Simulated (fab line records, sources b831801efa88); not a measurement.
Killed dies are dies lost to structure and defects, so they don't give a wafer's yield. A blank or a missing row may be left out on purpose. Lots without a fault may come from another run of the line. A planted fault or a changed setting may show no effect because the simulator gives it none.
A struck lot beside a sound one | flow sky130 | 15 steps out of a route of 708
Sound: wafers L322.1, L322.2, L322.4. Struck: wafers L337.3, L337.4, L337.5. The cause comes at the end.
At each step with rows: each side's tool, then ch and its chambers, then its first start. Under that, the readings that differ: sound wafers | struck wafers | difference of the means | sigmas: that difference in standard deviations of wafers without a fault.
alike: readings whose means differ by less than 2 such deviations, and words and numbers that are the same on both sides. not compared: withheld readings, readings that some wafer has no value for, bounds like >300 that may hide the same value, and numbers for which the record gives no deviation and whose values overlap.
The two part at a step that has a row with sigmas, a row that says differs or no value, or rows on one side only. Numbers that don't overlap but have no deviation are shown without sigmas and don't part them. A reading that every wafer of one side lacks parts them only if that side has two wafers or more.

first, 4 steps without rows for these wafers: SKY_VIA1_DEHYDRATE_04 (time 60 s); SKY_VIA1_HMDS_05 (prime time 60 s); SKY_VIA1_COAT_06 (resist thk 60 nm); SKY_VIA1_COAT_07 (resist thk 450 nm).
SKY_VIA1_SOFTBAKE_08: time 91.46 s.
  sound on litho_track-04 ch 0; struck on litho_track-02 ch 0
  alike: plate_sensor_t_centre_C, plate_sensor_t_edge_C
then, 3 steps without rows for these wafers: SKY_VIA1_EXPOSE_09 (exposes mask VIM, target cd 150 nm); SKY_VIA1_PEB_10; SKY_VIA1_DEVELOP_11 (develop time 60 s).
SKY_VIA1_CD_MEAS_12: target cd 150 nm.
  sound on cd_sem-01, day 36 12:43; struck on cd_sem-01, day 40 03:24
  alike: cd_nm
SKY_VIA1_OVL_MEAS_13:
  sound on overlay-02, day 36 12:50; struck on overlay-01, day 40 03:29
  alike: VIA1_OVL
SKY_VIA1_ETCH_14: etches BARC in N2/H2, stops on SiO2, time 45.9 s, target depth 60 nm.
  sound on rie_diel-02 ch 0,1,3, day 36 12:53; struck on rie_diel-01 ch 0,1, day 40 03:31
  alike: drypump_motor_current_A, oes_product_au, throttle_valve_pct
  not compared: rf_hours_counter_h
SKY_VIA1_ETCH_15: etches SiO2 in C4F8/O2/Ar, stops on TiN, target depth 351 nm, time 54 s.
  sound on rie_diel-02 ch 0,1,3, day 36 12:55; struck on rie_diel-01 ch 0,1, day 40 03:33
  alike: oes_product_au
  not compared: rf_hours_counter_h
SKY_VIA1_STRIP_16: strips in O2/N2.
  sound on plasma_asher-01 ch 0,1, day 36 12:58; struck on plasma_asher-02 ch 0,1, day 40 03:38
  reading                      | sound             | struck            | difference | sigmas
  o2_flow_sccm (sccm)          | 2989 3008 2984    | 3600 3584 3602    | +602       | +62
  strip_time_to_endpoint_s (s) | 4.465 4.518 4.498 | 4.440 4.439 4.414 | -0.063     | -3
  alike: drypump_motor_current_A, oes_product_au
  not compared: rf_hours_counter_h
then, 1 step without rows for these wafers: SKY_VIA1_STRIP_17 (strips in post etch residue remover, time 1200 s).
-- the record jumps here: 10 days lie between the struck wafers' starts before and after (it left off in module VIA1 and takes up again in module PAD_OPEN, whose first step shown is number 708 of the route) --
SKY_PAD_OPEN_PROBE_99:
  sound on prober-01, day 47 23:11; struck on prober-02, day 50 12:10
  alike: defect_limited_yield, killed_at_M0_to_M3, killed_at_M4_up, killed_at_contacts, killed_at_front_end, killed_at_other, killed_dies, killed_open, killed_short, sort_bin_3_pad_short, sort_bin_5_function, sort_bin_6_memory, sort_n_pass, sort_yield_pct

WHERE THEY PART
Only at SKY_VIA1_STRIP_16, within this record. Later steps at which nothing parts them and some readings are alike: SKY_PAD_OPEN_PROBE_99.

WHY: what the simulator had put in
Process parameter drift: plasma_asher-02, from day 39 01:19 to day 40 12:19, at SKY_VIA1_STRIP_16. Setting o2_flow_sccm, moved by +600, from 3000. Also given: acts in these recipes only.
